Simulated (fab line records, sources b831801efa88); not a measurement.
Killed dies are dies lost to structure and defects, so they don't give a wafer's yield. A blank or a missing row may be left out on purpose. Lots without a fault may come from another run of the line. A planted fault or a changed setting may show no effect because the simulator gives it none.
fab line records | flow sky130
record lots=14 wafers=41 last_day=50
route steps=708 shown SD_P@330 LI_CONTACT@378 LOCAL_INTERCONNECT@402
lots that met no fault: from a run of the same line without faults
start_h: hours from the record's first day to the start of the lot's first wafer shown | wait_h: hours since the lot's step before | " the same as in the row above | L1.1+2: a row that stands for several wafers | - no value, or no start given | * or withheld: withheld | < > ~ a bound
route shown NAME@n: a module of which the file shows steps, and the number in the route of the first | usual: mean/standard deviation of fault-free wafers | same: alike in all rows | chamber/n: place in a boat | sites: the reading at each site | _std_site: their standard deviation | _edge_site: outer sites' mean less inner sites' | radius_mm: how far each site lies from the wafer's centre | mask NAME#n: copy n | behind: the tool/chamber that last shaped the wafer | hold: why the lot was held/for how many hours/how that ended | device: the transistor (n, p or np) that didn't switch | end of line: the same wafers' tests at the end of the route | a step without rows: its recipe alone | killed: dies lost to structure and defects at the first sort, not the wafer's yield | map: a wafer's dies, x killed, . not, _ none there
set.NAME: the setting as run; set.NAME@STEP: as run at that earlier step | model.NAME: the simulator's own value behind a step, which no gauge read
steps of the route over a sample of lots; a table a step, a row a wafer
services: from which hour (start_h, from the record's first day; less than 0 if before it) a tool's chamber was out of use, for how many hours, and why
## steps
# step SKY_SD_P_STRIP_10
# recipe chemistry=O2/N2 power_w=1400 pressure_mtorr=1500 platen_temp_c=withheld o2_flow_sccm=3000 n2_flow_sccm=300 overash_fraction=0.5
# usual chamber_pressure_mTorr=1499/5.7 drypump_motor_current_A=5.7/0.31 oes_product_au=0.618/0.0042 strip_time_to_endpoint_s=17.50/0.041
# same overash_fraction=0.5
# columns lot.wafer tool chamber start_h wait_h chamber_pressure_mTorr drypump_motor_current_A oes_product_au rf_hours_counter_h strip_time_to_endpoint_s
L326.1 plasma_asher-02 0 605.08 0.1 1500 5.7 0.606 94 17.45
L326.3 " 1 " " 1500 5.4 0.611 - 17.45
L326.5 " 1 " " 1500 5.4 0.616 - 17.49
L327.3 plasma_asher-02 0 611.81 0.1 1500 5.8 0.625 - 17.54
L327.4 " 1 " " 1498 5.3 0.619 - 17.54
L327.6 " 0 " " 1502 5.8 0.621 - 17.54
L328.1 plasma_asher-01 1 614.53 0.1 1502 6.0 0.613 18 17.49
L328.5 " 1 " " 1499 6.0 0.618 - 17.55
L328.6 " 0 " " 1499 5.4 0.613 - 17.55
L330.3 plasma_asher-02 1 633.11 0.1 1501 5.3 0.611 - 17.49
L330.4 " 0 " " 1502 5.8 0.623 - 17.49
L330.5 " 0 " " 1498 5.8 0.620 - 17.44
L331.3 plasma_asher-02 1 641.96 0.1 1498 5.3 0.617 - 17.48
L331.5 " 0 " " 1501 5.8 0.614 - 17.50
L331.6 " 1 " " 1500 5.3 0.625 - 17.45
L332.2 plasma_asher-01 0 654.09 0.1 1498 5.4 0.619 22 17.53
L332.5 " 1 " " 1501 6.0 0.617 - 17.49
L332.6 " 0 " " 1499 5.4 0.619 - 17.49
L333.2 plasma_asher-02 1 661.98 0.1 1501 5.3 0.616 99 17.47
L333.4 " 0 " " 1501 5.8 0.623 - 17.54
L333.6 " 1 " " 1501 5.3 0.612 - 17.54
L334.1 plasma_asher-01 1 663.23 0.1 1500 6.0 0.616 23 17.52
L334.4 " 1 " " 1499 6.0 0.619 - 17.56
L334.6 " 1 " " 1503 6.0 0.615 - 17.51
L335.1 plasma_asher-03 1 674.83 0.1 1499 6.2 0.624 84 17.52
L335.2 " 0 " " 1499 6.0 0.621 84 17.59
L335.3 " 0 " " 1501 6.0 0.619 - 17.55
L338.2 plasma_asher-03 0 693.38 0.1 1499 6.0 0.620 86 17.59
L338.5 " 0 " " 1501 5.9 0.615 - 17.55
L338.6 " 1 " " 1500 6.2 0.619 - 17.52
L339.2 plasma_asher-01 1 702.98 0.1 1499 6.0 0.619 28 17.45
L339.3 " 0 " " 1499 5.4 0.616 - 17.44
L345.1 plasma_asher-03 0 749.99 0.1 1502 6.0 0.615 93 17.53
L345.2 " 1 " " 1497 6.2 0.621 93 17.57
L345.5 " 1 " " 1500 6.2 0.619 - 17.55
L347.3 plasma_asher-02 1 764.76 0.1 1502 5.3 0.620 - 17.48
L347.4 " 0 " " 1500 5.8 0.618 - 17.50
L347.6 " 1 " " 1500 5.3 0.630 - 17.51
L348.1 plasma_asher-03 1 772.03 0.1 1500 6.2 0.620 94 17.48
L348.3 " 1 " " 1502 6.2 0.615 - 17.48
L348.5 " 1 " " 1501 6.2 0.628 - 17.49
# step SKY_LI_CONTACT_STRIP_16
# recipe chemistry=O2/N2 power_w=1400 pressure_mtorr=1500 platen_temp_c=withheld o2_flow_sccm=3000 n2_flow_sccm=300 overash_fraction=0.5
# usual chamber_pressure_mTorr=1500.0/1.2 drypump_motor_current_A=5.87/0.25 oes_product_au=0.376/0.0042 strip_time_to_endpoint_s=3.51/0.032
# same overash_fraction=0.5
# columns lot.wafer tool chamber start_h wait_h chamber_pressure_mTorr drypump_motor_current_A oes_product_au rf_hours_counter_h strip_time_to_endpoint_s
L326.1 plasma_asher-01 0 691.77 - 1500.5 5.44 0.379 26 3.49
L326.3 " 1 " " 1501.2 5.99 0.370 - 3.48
L326.5 " 0 " " 1499.9 5.42 0.379 - 3.49
L327.3 plasma_asher-04 0 699.40 - 1500.5 5.71 0.374 - 3.54
L327.4 " 1 " " 1500.3 5.83 0.381 - 3.52
L327.6 " 0 " " 1500.1 5.71 0.375 - 3.54
L328.1 plasma_asher-01 0 701.41 - 1498.2 5.40 0.374 27 3.50
L328.5 " 1 " " 1500.1 6.00 0.373 - 3.50
L328.6 " 0 " " 1498.5 5.40 0.373 - 3.49
L330.3 plasma_asher-01 0 719.30 - 1497.7 5.42 0.380 - 3.55
L330.4 " 1 " " 1498.7 5.98 0.379 - 3.53
L330.5 " 0 " " 1499.1 5.43 0.383 - 3.55
L331.3 plasma_asher-04 1 728.50 - 1498.8 5.85 0.373 - 3.50
L331.5 " 0 " " 1499.9 5.71 0.374 - 3.51
L331.6 " 1 " " 1500.2 5.87 0.367 - 3.48
L332.2 plasma_asher-03 1 740.42 - 1499.9 6.24 0.377 92 3.51
L332.5 " 1 " " 1500.1 6.19 0.376 - 3.52
L332.6 " 0 " " 1498.8 5.96 0.383 - 3.54
L333.2 plasma_asher-03 1 746.82 - 1500.7 6.20 0.368 92 3.51
L333.4 " 0 " " 1499.7 5.97 0.369 - 3.54
L333.6 " 1 " " 1499.0 6.22 0.379 - 3.46
L334.1 plasma_asher-04 1 747.62 - 1499.1 5.86 0.380 61 3.54
L334.4 " 0 " " 1502.3 5.66 0.383 - 3.57
L334.6 " 0 " " 1501.0 5.68 0.379 - 3.52
L335.1 plasma_asher-01 1 759.37 - 1499.9 5.99 0.378 34 3.56
L335.2 " 0 " " 1500.8 5.42 0.379 34 3.54
L335.3 " 0 " " 1501.2 5.42 0.376 - 3.50
L338.2 plasma_asher-04 0 777.17 - 1501.3 5.68 0.373 64 3.53
L338.5 " 0 " " 1500.9 5.71 0.378 - 3.52
L338.6 " 1 " " 1501.0 5.86 0.379 - 3.55
L339.2 plasma_asher-03 0 786.24 - 1498.9 5.98 0.377 96 3.53
L339.3 " 0 " " 1500.1 5.98 0.371 - 3.48
L345.1 plasma_asher-04 0 831.87 - 1498.6 5.71 0.378 69 3.48
L345.2 " 1 " " 1498.8 5.85 0.374 69 3.51
L345.5 " 1 " " 1498.9 5.87 0.375 - 3.46
L347.3 plasma_asher-04 0 845.49 - 1499.5 5.67 0.380 - 3.46
L347.4 " 1 " " 1501.5 5.85 0.371 - 3.46
L347.6 " 1 " " 1500.0 5.86 0.378 - 3.44
L348.1 plasma_asher-03 0 852.56 - 1499.1 5.95 0.380 103 3.56
L348.3 " 1 " " 1501.4 6.21 0.372 - 3.60
L348.5 " 0 " " 1501.5 5.96 0.378 - 3.57
# step SKY_LI_CONTACT_CVD_21
# recipe material=W target_thk_nm=400 time_s=120.56 temp_c=400 pressure_torr=40
# usual heater_power_w=850/77
# columns lot.wafer tool chamber start_h wait_h heater_power_w since_wet_clean_h
L326.1 cvd_w-01 1 692.22 0.0 890 788
L326.3 " 0 " " 820 -
L326.5 " 0 " " 803 -
L327.3 cvd_w-01 0 699.90 0.1 805 -
L327.4 " 1 " " 868 -
L327.6 " 0 " " 823 -
L328.1 cvd_w-02 1 701.85 0.0 958 298
L328.5 " 1 " " 939 -
L328.6 " 0 " " 761 -
L330.3 cvd_w-02 0 719.78 0.1 765 -
L330.4 " 1 " " 990 -
L330.5 " 1 " " 943 -
L331.3 cvd_w-02 0 728.96 0.1 735 -
L331.5 " 1 " " 963 -
L331.6 " 0 " " 752 -
L332.2 cvd_w-02 1 740.87 0.0 939 337
L332.5 " 0 " " 743 -
L332.6 " 1 " " 975 -
L333.2 cvd_w-02 1 747.27 0.0 964 343
L333.4 " 1 " " 962 -
L333.6 " 0 " " 721 -
L334.1 cvd_w-01 1 748.07 0.0 859 844
L334.4 " 0 " " 822 -
L334.6 " 0 " " 813 -
L335.1 cvd_w-01 0 759.80 0.0 813 856
L335.2 " 1 " " 879 856
L335.3 " 0 " " 814 -
L338.2 cvd_w-01 1 777.62 0.0 849 874
L338.5 " 1 " " 874 -
L338.6 " 0 " " 830 -
L339.2 cvd_w-01 1 786.67 0.0 852 883
L339.3 " 0 " " 821 -
L345.1 cvd_w-02 1 832.32 0.0 981 428
L345.2 " 0 " " 729 428
L345.5 " 0 " " 746 -
L347.3 cvd_w-02 1 845.93 0.1 984 -
L347.4 " 0 " " 733 -
L347.6 " 1 " " 987 -
L348.1 cvd_w-01 0 852.99 0.0 824 949
L348.3 " 0 " " 813 -
L348.5 " 0 " " 807 -
# step SKY_LI_CONTACT_RS_MEAS_22
# recipe thk_meas_gauge=four-point-probe reads=W_of_LI_CONTACT_CVD_21+TiN_of_LI_CONTACT_SPUTTER_20+Ti_of_LI_CONTACT_SPUTTER_19
# usual LI_CONTACT_W_RS=0.284/0.0053
# columns lot.wafer tool chamber start_h wait_h LI_CONTACT_W_RS[ohm/sq]
L326.1 film_metro-04 - 692.34 0.1 0.285
L326.3 " - " " 0.281
L326.5 " - " " 0.279
L327.3 film_metro-04 - 700.02 0.1 0.277
L327.4 " - " " 0.281
L327.6 " - " " 0.277
L328.1 film_metro-04 - 701.98 0.1 0.289
L328.5 " - " " 0.288
L328.6 " - " " 0.286
L330.3 film_metro-04 - 719.90 0.1 0.281
L330.4 " - " " 0.287
L330.5 " - " " 0.287
L331.3 film_metro-01 - 729.08 0.1 0.281
L331.5 " - " " 0.289
L331.6 " - " " 0.281
L332.2 film_metro-04 - 741.01 0.1 0.293
L332.5 " - " " 0.286
L332.6 " - " " 0.294
L333.2 film_metro-04 - 747.41 0.1 0.288
L333.4 " - " " 0.295
L333.6 " - " " 0.284
L334.1 film_metro-04 - 748.19 0.1 0.288
L334.4 " - " " 0.280
L334.6 " - " " 0.278
L335.1 film_metro-03 - 759.93 0.1 0.279
L335.2 " - " " 0.285
L335.3 " - " " 0.281
L338.2 film_metro-01 - 777.76 0.1 0.281
L338.5 " - " " 0.496
L338.6 " - " " 0.277
L339.2 film_metro-04 - 786.82 0.1 0.279
L339.3 " - " " 0.482
L345.1 film_metro-03 - 832.45 0.1 0.291
L345.2 " - " " 0.287
L345.5 " - " " 0.283
L347.3 film_metro-04 - 846.05 0.1 0.285
L347.4 " - " " 0.286
L347.6 " - " " 0.289
L348.1 film_metro-01 - 853.11 0.1 0.277
L348.3 " - " " 0.275
L348.5 " - " " 0.279
# step SKY_LI_CONTACT_THK_MEAS_23
# recipe thk_meas_gauge=xrf reads=W_of_LI_CONTACT_CVD_21
# usual LI_CONTACT_W_THK=393/7.8
# columns lot.wafer tool chamber start_h wait_h LI_CONTACT_W_THK[nm]
L326.1 film_metro-04 - 692.46 0.1 391
L326.3 " - " " 395
L326.5 " - " " 398
L327.3 film_metro-04 - 700.12 0.1 410
L327.4 " - " " 402
L327.6 " - " " 411
L328.1 film_metro-04 - 702.10 0.1 394
L328.5 " - " " 393
L328.6 " - " " 396
L330.3 film_metro-04 - 720.00 0.1 399
L330.4 " - " " 395
L330.5 " - " " 392
L331.3 film_metro-01 - 729.18 0.1 396
L331.5 " - " " 383
L331.6 " - " " 392
L332.2 film_metro-04 - 741.12 0.1 384
L332.5 " - " " 393
L332.6 " - " " 385
L333.2 film_metro-04 - 747.52 0.1 393
L333.4 " - " " 381
L333.6 " - " " 397
L334.1 film_metro-04 - 748.31 0.1 391
L334.4 " - " " 403
L334.6 " - " " 403
L335.1 film_metro-03 - 760.05 0.1 394
L335.2 " - " " 387
L335.3 " - " " 392
L338.2 film_metro-01 - 777.87 0.1 393
L338.5 " - " " 225
L338.6 " - " " 401
L339.2 film_metro-04 - 786.93 0.1 400
L339.3 " - " " 233
L345.1 film_metro-03 - 832.57 0.1 379
L345.2 " - " " 384
L345.5 " - " " 388
L347.3 film_metro-04 - 846.15 0.1 396
L347.4 " - " " 395
L347.6 " - " " 391
L348.1 film_metro-01 - 853.23 0.1 391
L348.3 " - " " 396
L348.5 " - " " 391
# step SKY_LI_CONTACT_CMP_24
# recipe stop_on=PSG t_overpolish_s=20 down_force_psi=3.5 platen_rpm=60 target_thk_nm=0 pad_velocity_m_s=0.94248
# usual motor_current_A=10.3/0.7 slurry_filter_dp_kPa=13.50/0.13 time_to_endpoint_s=95/4.9
# columns lot.wafer tool chamber start_h wait_h motor_current_A slurry_filter_dp_kPa time_to_endpoint_s
L326.1 cmp-02 2 692.62 0.1 9.5 13.40 97
L326.3 " 3 " " 8.9 13.49 94
L326.5 " 0 " " 9.9 13.43 102
L327.3 cmp-02 2 700.16 0.0 9.4 13.39 105
L327.4 " 0 " " 10.3 13.40 107
L327.6 " 2 " " 9.8 13.43 104
L328.1 cmp-02 1 702.26 0.1 10.1 13.63 94
L328.6 " 3 " " 9.4 13.41 101
L328.5 " 0 " " 10.1 13.51 102
L330.4 cmp-02 2 720.09 0.1 9.7 13.63 98
L330.3 " 3 " " 9.6 13.33 102
L330.5 " 2 " " 9.6 13.38 98
L331.3 cmp-02 0 729.37 0.2 10.2 13.42 99
L331.5 " 1 " " 10.7 13.51 88
L331.6 " 2 " " 10.0 13.56 100
L332.2 cmp-02 0 741.17 0.0 10.4 13.36 93
L332.6 " 0 " " 9.8 13.61 96
L332.5 " 1 " " 10.8 13.33 89
L333.2 cmp-01 2 747.98 0.4 10.4 13.60 95
L333.4 " 3 " " 10.9 13.35 94
L333.6 " 3 " " 10.7 13.26 97
L334.1 cmp-02 2 748.42 0.1 9.3 13.36 99
L334.4 " 3 " " 9.2 13.48 101
L334.6 " 2 " " 10.2 13.45 104
L335.3 cmp-02 3 760.11 0.0 9.1 13.45 100
L335.2 " 0 " " 9.5 13.56 103
L335.1 " 2 " " 9.9 13.45 104
L338.2 cmp-01 0 777.97 0.1 10.5 13.56 92
L338.6 " 3 " " 11.3 13.69 96
L338.5 " 0 " " 10.6 13.42 50
L339.2 cmp-02 1 787.20 0.3 10.6 13.72 92
L339.3 " 0 " " 9.7 13.52 59
L345.2 cmp-01 1 832.63 0.0 11.0 13.72 91
L345.1 " 2 " " 10.2 13.50 88
L345.5 " 2 " " 10.9 13.77 92
L347.3 cmp-01 2 846.24 0.1 10.6 13.50 93
L347.4 " 3 " " 10.9 13.59 94
L347.6 " 1 " " 11.5 13.47 91
L348.1 cmp-01 2 853.39 0.1 10.8 13.51 96
L348.3 " 3 " " 11.6 13.35 99
L348.5 " 1 " " 10.7 13.38 91
# step SKY_LOCAL_INTERCONNECT_STRIP_15
# recipe chemistry=O2/N2 power_w=1400 pressure_mtorr=1500 platen_temp_c=withheld o2_flow_sccm=3000 n2_flow_sccm=300 overash_fraction=0.5
# usual chamber_pressure_mTorr=1500.2/1.3 drypump_motor_current_A=5.8/0.31 oes_product_au=0.427/0.005 strip_time_to_endpoint_s=4.713/0.023
# same overash_fraction=0.5
# columns lot.wafer tool chamber start_h wait_h chamber_pressure_mTorr drypump_motor_current_A oes_product_au rf_hours_counter_h strip_time_to_endpoint_s
L326.1 plasma_asher-01 0 720.86 0.0 1499.1 5.4 0.429 30 4.665
L326.3 " 1 " " 1499.7 6.0 0.431 - 4.702
L326.5 " 0 " " 1500.9 5.4 0.422 - 4.684
L327.3 plasma_asher-03 1 728.83 0.1 1500.5 6.2 0.426 - 4.719
L327.4 " 0 " " 1500.3 6.0 0.421 - 4.695
L327.6 " 1 " " 1500.5 6.2 0.432 - 4.676
L328.1 plasma_asher-01 1 730.49 0.0 1500.1 6.0 0.427 31 4.656
L328.5 " 1 " " 1502.1 6.0 0.418 - 4.645
L328.6 " 0 " " 1501.3 5.4 0.428 - 4.704
L330.3 plasma_asher-01 1 748.43 0.1 1502.3 6.0 0.436 - 4.750
L330.4 " 0 " " 1499.0 5.4 0.426 - 4.717
L330.5 " 0 " " 1500.6 5.4 0.432 - 4.727
L331.3 plasma_asher-03 1 757.13 0.1 1497.9 6.2 0.428 - 4.754
L331.5 " 0 " " 1500.6 6.0 0.425 - 4.745
L331.6 " 1 " " 1501.5 6.2 0.439 - 4.756
L332.2 plasma_asher-01 1 769.04 0.0 1500.5 6.0 0.426 35 4.705
L332.5 " 1 " " 1499.6 6.0 0.419 - 4.695
L332.6 " 0 " " 1497.8 5.4 0.427 - 4.708
L333.2 plasma_asher-01 0 775.34 0.0 1502.0 5.4 0.424 35 4.700
L333.4 " 1 " " 1500.0 6.0 0.427 - 4.706
L333.6 " 0 " " 1500.2 5.4 0.420 - 4.697
L334.1 plasma_asher-01 0 775.86 0.0 1499.4 5.4 0.429 35 4.721
L334.4 " 0 " " 1501.3 5.4 0.425 - 4.700
L334.6 " 0 " " 1499.8 5.4 0.428 - 4.727
L335.1 plasma_asher-02 0 786.54 0.0 1498.8 5.8 0.432 4 4.712
L335.2 " 1 " " 1500.1 5.3 0.417 4 4.740
L335.3 " 0 " " 1500.2 5.8 0.434 - 4.715
L338.2 plasma_asher-03 1 805.10 0.0 1499.7 6.2 0.433 98 4.723
L338.5 " 1 " " 1501.3 6.2 0.421 - 4.721
L338.6 " 0 " " 1498.4 6.0 0.424 - 4.688
L339.2 plasma_asher-03 0 814.09 0.0 1499.4 5.9 0.424 99 4.730
L339.3 " 1 " " 1500.7 6.2 0.431 - 4.719
L345.1 plasma_asher-01 1 859.56 0.0 1500.9 6.0 0.433 44 4.717
L345.2 " 0 " " 1499.5 5.4 0.430 44 4.698
L345.5 " 1 " " 1501.6 6.0 0.421 - 4.707
L347.3 plasma_asher-02 1 872.83 0.1 1501.6 5.3 0.426 - 4.694
L347.4 " 0 " " 1499.2 5.8 0.425 - 4.687
L347.6 " 1 " " 1499.2 5.3 0.433 - 4.711
L348.1 plasma_asher-02 1 879.21 0.0 1500.6 5.4 0.428 13 4.721
L348.3 " 1 " " 1498.6 5.3 0.418 - 4.729
L348.5 " 0 " " 1500.4 5.8 0.438 - 4.749
## services
# columns tool chamber start_h hours kind
cvd_w-01 - 593.62 2.8 pm
plasma_asher-02 - 601.23 1.3 repair
plasma_asher-04 - 605.54 0.7 repair
plasma_asher-02 - 614.11 12.1 repair
cmp-02 - 622.03 2.0 repair
cvd_w-02 0 637.54 4.0 repair
plasma_asher-01 - 639.65 0.9 repair
plasma_asher-03 - 645.55 0.4 repair
plasma_asher-03 - 648.26 14.6 pm
plasma_asher-02 - 649.88 2.8 pm
cmp-02 - 669.01 8.9 pm
cvd_w-01 - 682.67 1.3 repair
cmp-01 - 683.61 2.3 repair
cmp-02 - 693.93 4.3 repair
plasma_asher-04 - 707.38 15.6 pm
plasma_asher-02 - 733.75 9.0 pm
plasma_asher-02 0 733.75 9.0 vent_cycle
cmp-02 - 742.26 0.5 repair
cmp-02 - 744.00 4.0 pm
cmp-01 - 786.76 5.6 pm
cmp-02 - 808.72 0.5 repair
cvd_w-01 - 826.28 0.9 repair
cvd_w-01 - 855.60 6.9 pm
cmp-02 - 868.17 3.4 repair
## key
first_sign step=SKY_LI_CONTACT_RS_MEAS_22 reading=LI_CONTACT_W_RS direction=up sigmas=39 usual=0.284 struck=0.489
effect step=SKY_LI_CONTACT_THK_MEAS_23 reading=LI_CONTACT_W_THK direction=down sigmas=21 usual=393 struck=229
effect step=SKY_LI_CONTACT_CMP_24 reading=time_to_endpoint_s direction=down sigmas=8.2 usual=* struck=*
met_at SKY_LI_CONTACT_CVD_21
struck_lots L338,L339
struck_wafers L338.5,L339.3
sort_left_out L339.3
tester_left_out L338,L339
not_acting_at SKY_SD_P_STRIP_10,SKY_LI_CONTACT_STRIP_16,SKY_LOCAL_INTERCONNECT_STRIP_15
onset_between 759.80 777.62
fault kind=process_parameter_drift tool=cvd_w-01 chamber=- onset_h=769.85 steps=SKY_LI_CONTACT_CVD_21 channel=target_thk_nm offset=-173.74 shape=step end_h=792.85 scope=struck_wafers_only acts_in=these_recipes_only stated=400
# tester_left_out: of these lots the tester's yield and bins aren't shown, on N5 and GAA mostly nor the transistor test; their killed dies are dies lost to structure and defects alone, not to doping, threshold or leakage, so they don't give the yield
# sort_left_out: the simulated sort isn't trusted on such a fault, so these wafers' sort isn't shown, and their yield isn't known
